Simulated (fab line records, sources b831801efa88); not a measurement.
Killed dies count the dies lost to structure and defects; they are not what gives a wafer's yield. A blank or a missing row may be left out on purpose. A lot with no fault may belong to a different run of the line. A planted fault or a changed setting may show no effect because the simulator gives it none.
Which tool was responsible?	flow sky130	33 wafers from 11 lots sampled at 4 of the route's 708 steps

## WHAT THE GAUGES READ, wafer by wafer
SKY_CONTACT_THK_MEAS_26: measures by xrf.
lot	measured	on	CONTACT_W_THK (nm)
L730	day 32 04:34	filmMetro-04	324 322 327
L734	day 33 21:09	filmMetro-04	326 322 324
L733	day 33 23:52	filmMetro-04	315 316 322
L735	day 34 05:20	filmMetro-02	330 327 335
L742	day 36 09:17	filmMetro-02	333 331 328
L746	day 37 03:50	filmMetro-02	332 335 335
L747	day 37 16:39	filmMetro-03	336 336 337
L748	day 38 00:19	filmMetro-04	326 328 323
L749	day 38 01:07	filmMetro-04	323 326 321
L750	day 38 06:40	filmMetro-03	328 338 330
L751	day 38 16:20	filmMetro-03	336 331 334

SKY_METAL1_THK_MEAS_06: measures by xrf.
lot	measured	on	METAL1_ALCU_THK (nm)
L730	day 32 05:14	filmMetro-03	244 241 243
L734	day 33 21:46	filmMetro-01	242 246 243
L733	day 34 00:29	filmMetro-02	241 246 245
L735	day 34 05:57	filmMetro-01	241 244 245
L742	day 36 09:55	filmMetro-03	236 238 243
L746	day 37 04:28	filmMetro-01	286 280 288
L747	day 37 17:16	filmMetro-01	275 279 279
L748	day 38 00:56	filmMetro-01	282 278 281
L749	day 38 01:44	filmMetro-03	241 245 246
L750	day 38 07:17	filmMetro-01	243 240 243
L751	day 38 16:58	filmMetro-03	246 241 241

## EACH LOT AND THE TOOL THAT RAN IT (in order: tool; ch and the chambers of the sampled wafers; start)
lot	SKY_CONTACT_CVD_00	SKY_METAL1_SPUTTER_04
L730	pecvd-02 ch 1,2, day 30 22:59	pvdSputter-03, day 32 05:01
L734	pecvd-01 ch 1,2, day 32 18:43	pvdSputter-01, day 33 21:35
L733	pecvd-02 ch 0,1,2, day 32 21:44	pvdSputter-04, day 34 00:17
L735	pecvd-01 ch 2, day 33 01:26	pvdSputter-04, day 34 05:46
L742	pecvd-04 ch 0,1,2, day 35 05:09	pvdSputter-04, day 36 09:45
L746	pecvd-01 ch 0,1,2, day 36 00:23	pvdSputter-04, day 37 04:16
L747	pecvd-01 ch 0,1,2, day 36 13:15	pvdSputter-04, day 37 17:05
L748	pecvd-02 ch 0,1, day 36 20:31	pvdSputter-01, day 38 00:45
L749	pecvd-04 ch 1,2, day 36 21:40	pvdSputter-04, day 38 01:34
L750	pecvd-01 ch 0,1, day 37 03:07	pvdSputter-04, day 38 07:07
L751	pecvd-01 ch 1,2, day 37 13:19	pvdSputter-01, day 38 16:46
- SKY_CONTACT_CVD_00: deposits Si3N4, target thk 75 nm.
- SKY_METAL1_SPUTTER_04: material TiN, target thk 70 nm, time 58.3 s.

## WHAT THE TOOLS THEMSELVES READ (means of the sampled wafers that have a number; where no wafer has one, the mark that the record gives instead)
SKY_CONTACT_CVD_00.
lot	tool	heaterPowerW (W)
L730	pecvd-02	716
L734	pecvd-01	569
L733	pecvd-02	784
L735	pecvd-01	611
L742	pecvd-04	746
L746	pecvd-01	518
L747	pecvd-01	607
L748	pecvd-02	765
L749	pecvd-04	715
L750	pecvd-01	589
L751	pecvd-01	509

SKY_METAL1_SPUTTER_04.
lot	tool	cathodeDcPowerW (W)	chamberPressurePa (Pa)	throttleValvePct (%)
L730	pvdSputter-03	6500.0	0.3999	30.0
L734	pvdSputter-01	6500.2	0.4002	29.2
L733	pvdSputter-04	6500.5	0.4005	29.2
L735	pvdSputter-04	6500.1	0.3999	29.8
L742	pvdSputter-04	6501.1	0.4004	30.0
L746	pvdSputter-04	-	-	-
L747	pvdSputter-04	-	-	-
L748	pvdSputter-01	-	-	-
L749	pvdSputter-04	6500.9	0.4011	29.4
L750	pvdSputter-04	6498.3	0.3994	30.2
L751	pvdSputter-01	6500.3	0.3994	29.2

## THE ANSWER, worked out from the rows above alone
Rule: usual is defined by the lots themselves. Put in order of their means at a reading, lots are off if they are a third of the lots or fewer, leave a main group of 4 or more, and stand apart from it by a gap of 3 or more times the standard deviation of the main group's means; of several such gaps the widest counts. The tables above print the reading to a certain number of digits; a main group whose means all agree to those digits is not used. Also off: a lot with no number at a reading for which 4 or more lots have one. The other lots that the step has rows for count as sound. First the gauges in route order, then the tools' own readings, where a lot's mean is used as printed above. At the first step where some lot is off, the reading lying furthest off is the one used; lots without a number count as furthest.
Off: L746, L747, L748, seen at SKY_METAL1_THK_MEAS_06 (METAL1_ALCU_THK). Mean 243 nm and standard deviation 1.5 in the main group.
If a tool, at a process step before that reading, ran all the lots that are off and no sound lot after the first of them, it fits. Not tried: the gauges at SKY_METAL1_THK_MEAS_06; whatever is off there is also off at SKY_METAL1_SPUTTER_04, on other tools, and gauge error can't account for it. None of those tried fits.

## WHAT WAS PUT IN BY THE SIMULATOR
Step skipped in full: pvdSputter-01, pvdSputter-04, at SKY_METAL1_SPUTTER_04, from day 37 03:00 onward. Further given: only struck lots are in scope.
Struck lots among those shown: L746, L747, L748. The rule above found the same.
